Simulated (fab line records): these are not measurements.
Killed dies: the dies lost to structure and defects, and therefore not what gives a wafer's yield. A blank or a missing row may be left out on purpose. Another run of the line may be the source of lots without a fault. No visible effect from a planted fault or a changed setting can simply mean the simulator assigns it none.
A single fault, viewed from 2 desks | flow sky130 | every desk sees just its own numbers, and what lay behind them comes last

## DESK OF THE TOOL OWNER: implanter-02
For each lot that ran on this tool, the mean over its sampled wafers that have a number, from the tool's own readings at SKY_LDD_N_IMPLANT_09. If a lot's mean is further than 4 standard deviations from the usual mean, the lot is out of limits and carries the mark OUT (the distance appears in the brackets).
Columns: A = dose-ions-cm2 at SKY_LDD_N_IMPLANT_09, usual 7.501e+13; B = faraday-current-uA at SKY_LDD_N_IMPLANT_09, usual 424
lot  | first seen here | A                           | B
L280 | day 20 17:08    | 7.504e+13                   | 418
L287 | day 23 05:37    | 7.500e+13                   | 425
L288 | day 23 09:46    | 7.504e+13                   | 425
L294 | day 25 16:47    | 4.675e+13 (-99 or more) OUT | 266 (-18) OUT
L295 | day 25 20:29    | 4.684e+13 (-99 or more) OUT | 265 (-18) OUT
This desk's verdict: out of limits on L294, L295, starting with L294 at day 25 16:47 (dose-ions-cm2 at SKY_LDD_N_IMPLANT_09). Within limits: L280, L287, L288.

## FROM THE METROLOGY DESK
What the gauges read, lot by lot, whatever tool the lot ran on: means of the sampled wafers that have a number. If a lot's mean is further than 4 standard deviations from the usual mean, the lot is out of limits and carries the mark OUT (the distance appears in the brackets).
Columns: A = POLY_GATE_CVD_00_THK at SKY_POLY_GATE_THK_MEAS_01, usual 179.0 nm
lot  | first seen here | A
L277 | day 15 16:49    | 178.3
L279 | day 16 15:32    | 179.3
L280 | day 16 18:14    | 179.4
L281 | day 16 21:22    | 179.9
L285 | day 18 11:26    | 179.1
L287 | day 19 04:59    | 180.5
L286 | day 19 06:10    | 178.0
L288 | day 19 07:46    | 178.4
L294 | day 21 18:49    | 179.3
L295 | day 21 22:18    | 177.8
L296 | day 21 23:30    | 181.7
L297 | day 22 17:47    | 179.0
Result from this desk: across the 12 lots, nothing is out of limits.

## TAKEN TOGETHER
The tool owner's desk had the chance to raise an alarm at day 25 16:47 on L294, L295.
From the metrology desk's view, nothing was out of limits.
The metrology desk holds a record of L294, L295, inside its limits.
Of the lots named, all ran SKY_LDD_N_IMPLANT_09 on implanter-02.

## WHAT HAD BEEN PUT IN BY THE SIMULATOR
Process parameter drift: implanter-02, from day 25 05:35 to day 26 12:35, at SKY_LDD_N_IMPLANT_09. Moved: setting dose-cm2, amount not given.
Lots struck among those shown: L294, L295.
Each desk's first reading out of limits, in hours after the fault started: the tool owner's desk, 11.
